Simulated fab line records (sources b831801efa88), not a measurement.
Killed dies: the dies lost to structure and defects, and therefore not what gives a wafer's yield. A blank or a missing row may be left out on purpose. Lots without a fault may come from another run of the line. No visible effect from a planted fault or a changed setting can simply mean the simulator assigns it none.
Split-lot study :: flow gf180mcu :: 23 wafers read across 5 lots, on a route 602 steps long

## ON THE SPLIT
At GF_VT_IMPLANT_IMPLANT_41, the setting energy_kev was moved away from the recipe's 70 on 9 of the 23 wafers read, by -2.5% to +3.4%. This setting was run at the recipe's value on the other wafers.

Reading taken at the split's own step.

## THE READING
The simulator's own value implant.drp_nm, read by no gauge, in nm at GF_VT_IMPLANT_IMPLANT_41. The file gives no usual value for it.

wafer: L075.1
tool, chamber at the split: implanter-03, 0
energy_kev as run: 70
against the recipe: recipe
implant.drp_nm, nm: 18.17
against lot-mates on the recipe: -

wafer: L075.5
tool, chamber at the split: implanter-03, 0
energy_kev as run: 70
against the recipe: recipe
implant.drp_nm, nm: 18.17
against lot-mates on the recipe: -

wafer: L075.6
tool, chamber at the split: implanter-03, 0
energy_kev as run: 70
against the recipe: recipe
implant.drp_nm, nm: 18.17
against lot-mates on the recipe: -

wafer: L075.2
tool, chamber at the split: implanter-03, 0
energy_kev as run: 68.88
against the recipe: -1.6%
implant.drp_nm, nm: 17.95
against lot-mates on the recipe: -0.22

wafer: L075.4
tool, chamber at the split: implanter-03, 0
energy_kev as run: 68.88
against the recipe: -1.6%
implant.drp_nm, nm: 17.95
against lot-mates on the recipe: -0.22

wafer: L078.2
tool, chamber at the split: implanter-04, 0
energy_kev as run: 70
against the recipe: recipe
implant.drp_nm, nm: 18.17
against lot-mates on the recipe: -

wafer: L078.4
tool, chamber at the split: implanter-04, 0
energy_kev as run: 70
against the recipe: recipe
implant.drp_nm, nm: 18.17
against lot-mates on the recipe: -

wafer: L078.6
tool, chamber at the split: implanter-04, 0
energy_kev as run: 70
against the recipe: recipe
implant.drp_nm, nm: 18.17
against lot-mates on the recipe: -

wafer: L077.1
tool, chamber at the split: implanter-04, 0
energy_kev as run: 68.27
against the recipe: -2.5%
implant.drp_nm, nm: 17.83
against lot-mates on the recipe: -0.34

wafer: L077.3
tool, chamber at the split: implanter-04, 0
energy_kev as run: 68.27
against the recipe: -2.5%
implant.drp_nm, nm: 17.83
against lot-mates on the recipe: -0.34

wafer: L077.4
tool, chamber at the split: implanter-04, 0
energy_kev as run: 68.27
against the recipe: -2.5%
implant.drp_nm, nm: 17.83
against lot-mates on the recipe: -0.34

wafer: L077.2
tool, chamber at the split: implanter-04, 0
energy_kev as run: 70
against the recipe: recipe
implant.drp_nm, nm: 18.17
against lot-mates on the recipe: -

wafer: L077.6
tool, chamber at the split: implanter-04, 0
energy_kev as run: 70
against the recipe: recipe
implant.drp_nm, nm: 18.17
against lot-mates on the recipe: -

wafer: L081.2
tool, chamber at the split: implanter-04, 0
energy_kev as run: 70
against the recipe: recipe
implant.drp_nm, nm: 18.17
against lot-mates on the recipe: -

wafer: L081.5
tool, chamber at the split: implanter-04, 0
energy_kev as run: 70
against the recipe: recipe
implant.drp_nm, nm: 18.17
against lot-mates on the recipe: -

wafer: L081.6
tool, chamber at the split: implanter-04, 0
energy_kev as run: 70
against the recipe: recipe
implant.drp_nm, nm: 18.17
against lot-mates on the recipe: -

wafer: L081.3
tool, chamber at the split: implanter-04, 0
energy_kev as run: 72.41
against the recipe: +3.4%
implant.drp_nm, nm: 18.66
against lot-mates on the recipe: +0.49

wafer: L081.4
tool, chamber at the split: implanter-04, 0
energy_kev as run: 72.41
against the recipe: +3.4%
implant.drp_nm, nm: 18.66
against lot-mates on the recipe: +0.49

wafer: L082.1
tool, chamber at the split: implanter-03, 0
energy_kev as run: 70
against the recipe: recipe
implant.drp_nm, nm: 18.17
against lot-mates on the recipe: -

wafer: L082.3
tool, chamber at the split: implanter-03, 0
energy_kev as run: 70
against the recipe: recipe
implant.drp_nm, nm: 18.17
against lot-mates on the recipe: -

wafer: L082.6
tool, chamber at the split: implanter-03, 0
energy_kev as run: 70
against the recipe: recipe
implant.drp_nm, nm: 18.17
against lot-mates on the recipe: -

wafer: L082.2
tool, chamber at the split: implanter-03, 0
energy_kev as run: 71.3
against the recipe: +1.9%
implant.drp_nm, nm: 18.44
against lot-mates on the recipe: +0.27

wafer: L082.5
tool, chamber at the split: implanter-03, 0
energy_kev as run: 71.3
against the recipe: +1.9%
implant.drp_nm, nm: 18.44
against lot-mates on the recipe: +0.27

THE FIT
A straight line over all 23 wafers: implant.drp_nm changes by +0.141 nm for each +1% of energy_kev; r = +1.00; the points scatter about the line by 0.0036 nm.
The same after taking each lot's own level away (the mean of its wafers on the recipe; 23 wafers): +0.141 nm for each +1%; r = +1.00; scatter 0.0036 nm.
On that fit, the largest move of energy_kev shifts the reading by 0.48 nm.
The lots' own levels span 18.170 to 18.170 nm.
So the lot-to-lot level changes the slope little: the two slopes agree.
Check: for one of the wafers moved furthest among these (+3.4%), held out of the fit, the line's prediction against its lot-mates is +0.486 nm. It came out at +0.49 nm against them.

## FURTHER SPLITS ON THESE WAFERS
These wafers also went through other splits before the reading. Each is held against what the fit with the lots' levels taken away leaves over:
other split on the same wafers: GF_STI_OXIDATION_01 ox_time_s
wafers away from the commonest value: 15
r with implant.drp_nm (lot level and that fit taken away): -0.01

other split on the same wafers: GF_STI_PEB_10 peb_time_s
wafers away from the commonest value: 9
r with implant.drp_nm (lot level and that fit taken away): +0.15

other split on the same wafers: GF_STI_WET_ETCH_26 temp_c
wafers away from the commonest value: 18
r with implant.drp_nm (lot level and that fit taken away): -0.23

other split on the same wafers: GF_DNWELL_STRIP_08 platen_temp_c
wafers away from the commonest value: 4
r with implant.drp_nm (lot level and that fit taken away): +0.07

other split on the same wafers: GF_NWELL_IMPLANT_08 dose_cm2
wafers away from the commonest value: 5
r with implant.drp_nm (lot level and that fit taken away): -0.08

other split on the same wafers: GF_NWELL_IMPLANT_09 dose_cm2
wafers away from the commonest value: 6
r with implant.drp_nm (lot level and that fit taken away): +0.17

other split on the same wafers: GF_LVPWELL_IMPLANT_09 energy_kev
wafers away from the commonest value: 12
r with implant.drp_nm (lot level and that fit taken away): +0.27

other split on the same wafers: GF_MVSD_STRIP_10 power_w
wafers away from the commonest value: 6
r with implant.drp_nm (lot level and that fit taken away): -0.14

other split on the same wafers: GF_MVPSD_IMPLANT_08 dose_cm2
wafers away from the commonest value: 7
r with implant.drp_nm (lot level and that fit taken away): -0.03

other split on the same wafers: GF_VT_IMPLANT_IMPLANT_30 energy_kev
wafers away from the commonest value: 6
r with implant.drp_nm (lot level and that fit taken away): +0.27

## THE WHOLE CHAIN: every reading that the file lists as answering this split, in the file's order
step: GF_VT_IMPLANT_IMPLANT_41
what it does: 
reading: implant.rp_nm (the simulator's own value, which no gauge read)
change (the file's fit): +0.354 nm for each +1% of the setting
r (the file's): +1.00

step: GF_VT_IMPLANT_IMPLANT_41
what it does: 
reading: implant.drp_nm (the simulator's own value, which no gauge read)
change (the file's fit): +0.14 nm for each +1% of the setting
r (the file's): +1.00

## FILE'S OWN FIT
implant.drp_nm changes by +0.14 nm for each +1% of energy_kev, r = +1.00.
